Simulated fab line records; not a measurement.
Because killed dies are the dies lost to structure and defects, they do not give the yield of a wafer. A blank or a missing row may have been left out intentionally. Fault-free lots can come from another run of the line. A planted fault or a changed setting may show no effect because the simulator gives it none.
Shared-tool check	flow sfq-line	Sample size 14 lots and 42 wafers

## REASON FOR OPENING
Of 14 lots, 2 have the reading M3_NB_RS flagged at SFQ_M3_RS_MEAS_919. No-fault wafers: 0.894 ohm/sq, standard deviation 0.0078.
Rule: a lot is flagged when every wafer of it that has a number lies more than 4 standard deviations from that mean, or none has a number. As for the other lots, they are considered sound.

lot	measured	on	M3_NB_RS (ohm/sq), wafer by wafer	flag
L514	day 31 14:48	film-metro-03	0.892 0.889 0.895	
L515	day 31 19:45	film-metro-03	0.872 0.880 0.877	
L516	day 32 02:10	film-metro-04	0.891 0.893 0.893	
L519	day 32 14:46	film-metro-03	0.880 0.889 0.888	
L523	day 36 01:31	film-metro-01	0.448 0.448 0.447	FLAGGED
L524	day 36 07:02	film-metro-01	0.889 0.893 0.891	
L525	day 37 07:34	film-metro-01	0.447 0.447 0.444	FLAGGED
L527	day 38 07:17	film-metro-04	0.892 0.891 0.899	
L530	day 40 10:38	film-metro-04	0.902 0.897 0.913	
L531	day 45 22:25	film-metro-03	0.896 0.907 0.900	
L533	day 46 11:34	film-metro-01	0.878 0.887 0.895	
L535	day 46 21:10	film-metro-03	0.906 0.896 0.904	
L536	day 47 04:29	film-metro-01	0.907 0.899 0.903	
L537	day 47 08:07	film-metro-03	0.896 0.901 0.900	
On average the flagged lots' numbers are 0.447 ohm/sq, which is -0.447 ohm/sq against the usual, or -57 standard deviations.

## WHICH TOOL RAN EACH LOT
2 process steps preceding the reading are held in the record, out of 325 steps in the route. Cell contents, in order: the tool; ch with the chambers the sampled wafers went through; the start.
lot	flag	SFQ_TRILAYER_I1_DEP_PECVD_045	SFQ_TRILAYER_M3_DEP_SPUTTER_073
L514		pecvd-03 ch 0,1,2, day 23 18:56	pvd-sputter-05, day 31 14:40
L515		pecvd-03 ch 0,1,2, day 24 02:55	pvd-sputter-05, day 31 19:38
L516		pecvd-01 ch 0,1,2, day 24 07:43	pvd-sputter-05, day 32 02:04
L519		pecvd-03 ch 0,1,2, day 24 14:55	pvd-sputter-05, day 32 14:40
L523	FLAGGED	pecvd-03 ch 0,1,2, day 27 01:12	pvd-sputter-03, day 36 01:08
L524		pecvd-02 ch 0,2, day 28 16:24	pvd-sputter-06, day 36 06:56
L525	FLAGGED	pecvd-02 ch 0,2, day 29 18:28	pvd-sputter-06, day 37 07:12
L527		pecvd-01 ch 0,1, day 30 15:52	pvd-sputter-06, day 38 07:11
L530		pecvd-02 ch 0,1,2, day 32 02:40	pvd-sputter-06, day 40 10:32
L531		pecvd-01 ch 0,1,2, day 32 09:52	pvd-sputter-06, day 45 22:17
L533		pecvd-03 ch 0,1,2, day 33 04:45	pvd-sputter-03, day 46 11:29
L535		pecvd-01 ch 0,1,2, day 33 11:58	pvd-sputter-03, day 46 21:05
L536		pecvd-01 ch 0,1,2, day 33 19:09	pvd-sputter-03, day 47 04:24
L537		pecvd-02 ch 1,2, day 33 22:45	pvd-sputter-06, day 47 08:01
What the steps here do:
- SFQ_TRILAYER_I1_DEP_PECVD_045: deposits SiO2 from SiH4/N2O, time 111.11 s, target thk 500 nm.
- SFQ_TRILAYER_M3_DEP_SPUTTER_073: material Nb, target thk 200 nm, time 133.3 s.
- SFQ_M3_RS_MEAS_919: measures by four-point-probe.

## FLAGGED OVER TOTAL, TOOL BY TOOL (the gauges that took the reading come last)
step	tool	lots run	flagged	share of the flagged lots	sound lots run after its first flagged lot
SFQ_TRILAYER_I1_DEP_PECVD_045	pecvd-01	5	0	none	-
SFQ_TRILAYER_I1_DEP_PECVD_045	pecvd-02	4	1	some	2 (L530,L537)
SFQ_TRILAYER_I1_DEP_PECVD_045	pecvd-03	5	1	some	1 (L533)
SFQ_TRILAYER_M3_DEP_SPUTTER_073	pvd-sputter-03	4	1	some	3 (L533,L535,L536)
SFQ_TRILAYER_M3_DEP_SPUTTER_073	pvd-sputter-05	4	0	none	-
SFQ_TRILAYER_M3_DEP_SPUTTER_073	pvd-sputter-06	6	1	some	4 (L527,L530,L531,L537)
SFQ_M3_RS_MEAS_919	film-metro-01	5	2	all	3 (L524,L533,L536)
SFQ_M3_RS_MEAS_919	film-metro-03	6	0	none	-
SFQ_M3_RS_MEAS_919	film-metro-04	3	0	none	-

## WHAT THE TABLE PERMITS
In the table, 1 row covers all flagged lots: film-metro-01 at SFQ_M3_RS_MEAS_919.
- film-metro-01 at SFQ_M3_RS_MEAS_919: 2 of its 5 lots flagged. Sound lots ran on it after the first flagged one (L524, L533, L536), which a lasting fault on the whole tool wouldn't allow.
No row of the table ran every flagged lot and no sound lot after the first.

## WHAT THE SIMULATOR HAD PUT IN
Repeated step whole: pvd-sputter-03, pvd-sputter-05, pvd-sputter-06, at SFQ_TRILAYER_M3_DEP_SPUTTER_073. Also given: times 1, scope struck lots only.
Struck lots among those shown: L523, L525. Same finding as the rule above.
